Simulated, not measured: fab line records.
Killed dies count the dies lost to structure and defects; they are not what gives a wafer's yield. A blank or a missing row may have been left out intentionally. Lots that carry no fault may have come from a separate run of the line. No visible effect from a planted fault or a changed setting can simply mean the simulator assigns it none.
Matching of chambers	flow gf180mcu	GF_CONTACT_CMP_27 on cmp-02: 4 sister chambers
The step polishes, stops on SiO2, t overpolish 15 s, target thk 0 nm. 8 wafers are shown with their chamber, then 7 later ones without.

== WAFERS WITH THEIR CHAMBER ==
wafer	chamber	motor-current-A (A)	edge-zone-pressure-frac
L561.6	1	12.4	1.010
L564.6	2	10.9	1.002
L565.5	3	12.0	0.995
L567.3	1	11.3	1.001
L567.5	0	11.1	0.987
L567.6	3	12.4	0.996
L569.4	0	11.8	0.994
L569.5	2	10.8	0.995

== WAFERS WITHOUT THEIR CHAMBER ==
wafer	motor-current-A (A)	edge-zone-pressure-frac
L569.6	12.6	0.998
L570.2	12.1	1.001
L570.3	10.9	1.004
L570.4	11.6	1.000
L571.1	11.5	0.997
L571.2	11.6	1.004
L571.5	11.8	0.994

== CHAMBER TAKEN BY EACH ==
wafer	from the rows above	in truth
L569.6	can't be placed: 3 or 1 or 0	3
L570.2	can't be placed: 1 or 3 or 0 or 2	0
L570.3	can't be placed: 2 or 1 or 0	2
L570.4	can't be placed: 1 or 3 or 2 or 0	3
L571.1	can't be placed: 0 or 2 or 3 or 1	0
L571.2	can't be placed: 1 or 2 or 3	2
L571.5	can't be placed: 3 or 0 or 2 or 1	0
Correct placement for 0 of the 7. From these rows, 7 cannot be placed; in 7 the true chamber is one of the candidates. Wrongly placed: 0.
How it was worked out, from the rows above alone: a wafer's distance from a chamber is the root of the sum, over the readings, of the square of ((its reading less the chamber's mean) divided by the reading's scatter). If the next closest chamber is less than 2 further off than the closest, the wafer can't be placed; otherwise it belongs to the closest. Each chamber's mean is taken over the wafers shown for it. The scatter is the square root of a quotient: the sum, over the shown wafers, of each reading's squared deviation from its chamber's mean, divided by wafers minus chambers.
